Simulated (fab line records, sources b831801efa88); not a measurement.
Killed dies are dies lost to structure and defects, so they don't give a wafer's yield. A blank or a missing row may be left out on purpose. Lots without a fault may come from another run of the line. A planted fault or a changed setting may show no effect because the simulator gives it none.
A struck lot beside a sound one | flow sky130 | 16 steps out of a route of 708
Sound: wafers L568.1, L568.2, L568.5. Struck: wafers L577.2, L577.4, L577.6. The cause comes at the end.
At each step with rows: each side's tool, then ch and its chambers, then its first start. Under that, the readings that differ: sound wafers | struck wafers | difference of the means | sigmas: that difference in standard deviations of wafers without a fault.
alike: readings whose means differ by less than 2 such deviations, and words and numbers that are the same on both sides. not compared: withheld readings, readings that some wafer has no value for, bounds like >300 that may hide the same value, and numbers for which the record gives no deviation and whose values overlap.
The two part at a step that has a row with sigmas, a row that says differs or no value, or rows on one side only. Numbers that don't overlap but have no deviation are shown without sigmas and don't part them. A reading that every wafer of one side lacks parts them only if that side has two wafers or more.

first, 3 steps without rows for these wafers: SKY_VIA2_EXPOSE_09 (exposes mask VIM2, target cd 200 nm); SKY_VIA2_PEB_10; SKY_VIA2_DEVELOP_11 (develop time 60 s).
SKY_VIA2_CD_MEAS_12: target cd 200 nm.
  sound on cd_sem-01, day 37 03:47; struck on cd_sem-02, day 39 17:15
  reading    | sound             | struck            | difference | sigmas
  cd_nm (nm) | 199.9 200.4 200.2 | 202.3 202.6 203.0 | +2.5       | +2
SKY_VIA2_OVL_MEAS_13:
  sound on overlay-01, day 37 03:54; struck on overlay-01, day 39 17:22
  alike: VIA2_OVL
SKY_VIA2_ETCH_14: etches BARC in N2/H2, stops on SiO2, time 45.9 s, target depth 60 nm.
  sound on rie_diel-02 ch 0,1, day 37 03:56; struck on rie_diel-01 ch 0,1, day 39 17:23
  reading               | sound             | struck            | difference | sigmas
  oes_product_au (a.u.) | 0.862 0.861 0.858 | 0.853 0.847 0.846 | -0.012     | -2
  alike: drypump_motor_current_A, throttle_valve_pct
  not compared: rf_hours_counter_h
SKY_VIA2_ETCH_15: etches SiO2 in C4F8/O2/Ar, stops on TiN, target depth 546 nm, time 84 s.
  sound on rie_diel-02 ch 0,1, day 37 03:59; struck on rie_diel-01 ch 0,1, day 39 17:26
  alike: oes_product_au
  not compared: rf_hours_counter_h
SKY_VIA2_STRIP_16: strips in O2/N2.
  sound on plasma_asher-03 ch 0,1, day 37 04:02; struck on plasma_asher-01 ch 1, day 39 17:29
  reading                      | sound          | struck         | difference | sigmas
  strip_time_to_endpoint_s (s) | 4.11 4.09 4.08 | 3.96 3.99 3.96 | -0.12      | -3
  alike: drypump_motor_current_A, oes_product_au
  not compared: rf_hours_counter_h
then, 3 steps without rows for these wafers: SKY_VIA2_STRIP_17 (strips in post etch residue remover, time 1200 s); SKY_VIA2_CLEAN_18 (cleans in IPA, time 180 s); SKY_VIA2_CLEAN_19 (cleans in O3/DIW).
SKY_VIA2_SPUTTER_20: material TiN, target thk 20 nm, time 80 s.
  sound on pvd_sputter-03, day 37 04:42; struck on pvd_sputter-03, day 39 18:07
  alike: throttle_valve_pct
SKY_VIA2_CVD_21: deposits W, target thk 420 nm, time 126.4 s.
  sound on cvd_w-01 ch 0,1, day 37 04:46; struck on cvd_w-01 ch 0,1, day 39 18:11
  reading                            | sound             | struck            | difference | sigmas
  chamber_pressure_Torr (Torr)       | 39.99 39.95 40.00 | 35.79 35.58 35.82 | -4.25      | -50
  model.W_of_VIA2_CVD_21.thk_nm (nm) | 423.6 440 437.2   | 399.9 406.2 410.5 | -28.1      |
  alike: heater_power_w
SKY_VIA2_RS_MEAS_22: measures by four-point-probe.
  sound on film_metro-01, day 37 04:53; struck on film_metro-04, day 39 18:20
  reading            | sound             | struck            | difference | sigmas
  VIA2_W_RS (ohm/sq) | 0.269 0.260 0.261 | 0.287 0.282 0.279 | +0.019     | +4
SKY_VIA2_THK_MEAS_23: measures by xrf.
  sound on film_metro-01, day 37 05:01; struck on film_metro-04, day 39 18:26
  reading         | sound       | struck      | difference | sigmas
  VIA2_W_THK (nm) | 427 443 439 | 408 413 421 | -22        | -3
then, 1 step without rows for these wafers: SKY_PAD_OPEN_PROBE_99.

WHERE THEY PART
First at SKY_VIA2_CD_MEAS_12; last, within this record, at SKY_VIA2_THK_MEAS_23.

WHY: what the simulator had put in
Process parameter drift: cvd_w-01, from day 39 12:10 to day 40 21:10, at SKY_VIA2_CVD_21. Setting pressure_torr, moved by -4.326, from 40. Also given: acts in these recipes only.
